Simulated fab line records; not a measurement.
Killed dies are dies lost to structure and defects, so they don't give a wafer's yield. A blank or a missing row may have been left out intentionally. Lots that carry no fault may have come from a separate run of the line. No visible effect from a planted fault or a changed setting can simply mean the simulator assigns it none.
Matching of chambers || flow sky130 || SKY_VIA1_ETCH_15 on rieDiel-02 has 4 sister chambers
The step etches SiO2 in C4F8/O2/Ar, stops on TiN, target depth 351 nm, time 54 s. 4 wafers are shown with their chamber, then 12 later ones without.

EACH WAFER AND ITS CHAMBER
{"wafer": "L092.1", "chamber": 2, "oesProductAu (a.u.)": 0.973}
{"wafer": "L092.2", "chamber": 1, "oesProductAu (a.u.)": 0.987}
{"wafer": "L093.3", "chamber": 3, "oesProductAu (a.u.)": 0.982}
{"wafer": "L093.5", "chamber": 0, "oesProductAu (a.u.)": 0.985}

WAFERS WITH NO CHAMBER GIVEN
{"wafer": "L094.3", "oesProductAu (a.u.)": 0.980}
{"wafer": "L094.4", "oesProductAu (a.u.)": 0.983}
{"wafer": "L094.5", "oesProductAu (a.u.)": 0.986}
{"wafer": "L095.2", "oesProductAu (a.u.)": 0.974}
{"wafer": "L095.3", "oesProductAu (a.u.)": 0.976}
{"wafer": "L095.6", "oesProductAu (a.u.)": 0.983}
{"wafer": "L096.2", "oesProductAu (a.u.)": 0.985}
{"wafer": "L096.4", "oesProductAu (a.u.)": 0.984}
{"wafer": "L096.5", "oesProductAu (a.u.)": 0.968}
{"wafer": "L097.1", "oesProductAu (a.u.)": 0.991}
{"wafer": "L097.2", "oesProductAu (a.u.)": 0.983}
{"wafer": "L097.3", "oesProductAu (a.u.)": 0.979}

THE CHAMBER EACH PASSED THROUGH
{"wafer": "L094.3", "from the rows above": "can't be placed: 3 or 0", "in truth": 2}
{"wafer": "L094.4", "from the rows above": "can't be placed: 3 or 0 or 1", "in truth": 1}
{"wafer": "L094.5", "from the rows above": "can't be placed: 0 or 1 or 3", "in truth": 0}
{"wafer": "L095.2", "from the rows above": 2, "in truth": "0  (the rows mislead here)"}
{"wafer": "L095.3", "from the rows above": "can't be placed: 2 or 3", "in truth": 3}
{"wafer": "L095.6", "from the rows above": "can't be placed: 3 or 0 or 1", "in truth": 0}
{"wafer": "L096.2", "from the rows above": "can't be placed: 0 or 1 or 3", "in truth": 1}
{"wafer": "L096.4", "from the rows above": "can't be placed: 0 or 3 or 1", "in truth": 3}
{"wafer": "L096.5", "from the rows above": 2, "in truth": 2}
{"wafer": "L097.1", "from the rows above": "can't be placed: 1 or 0", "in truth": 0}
{"wafer": "L097.2", "from the rows above": "can't be placed: 3 or 0 or 1", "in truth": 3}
{"wafer": "L097.3", "from the rows above": "can't be placed: 3 or 0 or 2", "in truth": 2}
1 of 12 placed correctly. Cannot be placed on the basis of these rows: 10; the candidates contain the true chamber in 9. Wrongly placed: 1.
How it was worked out, from the rows above alone: a wafer's distance from a chamber is the root of the sum, over the readings, of the square of ((its reading less the chamber's mean) divided by the reading's scatter). If the next closest chamber is less than 2 further off than the closest, the wafer can't be placed; otherwise it belongs to the closest. Each chamber's mean is taken over the wafers shown for it. The scatter (one wafer shown for each chamber): square how far every hidden wafer sits from the nearest shown wafer, average those squares and take the square root.
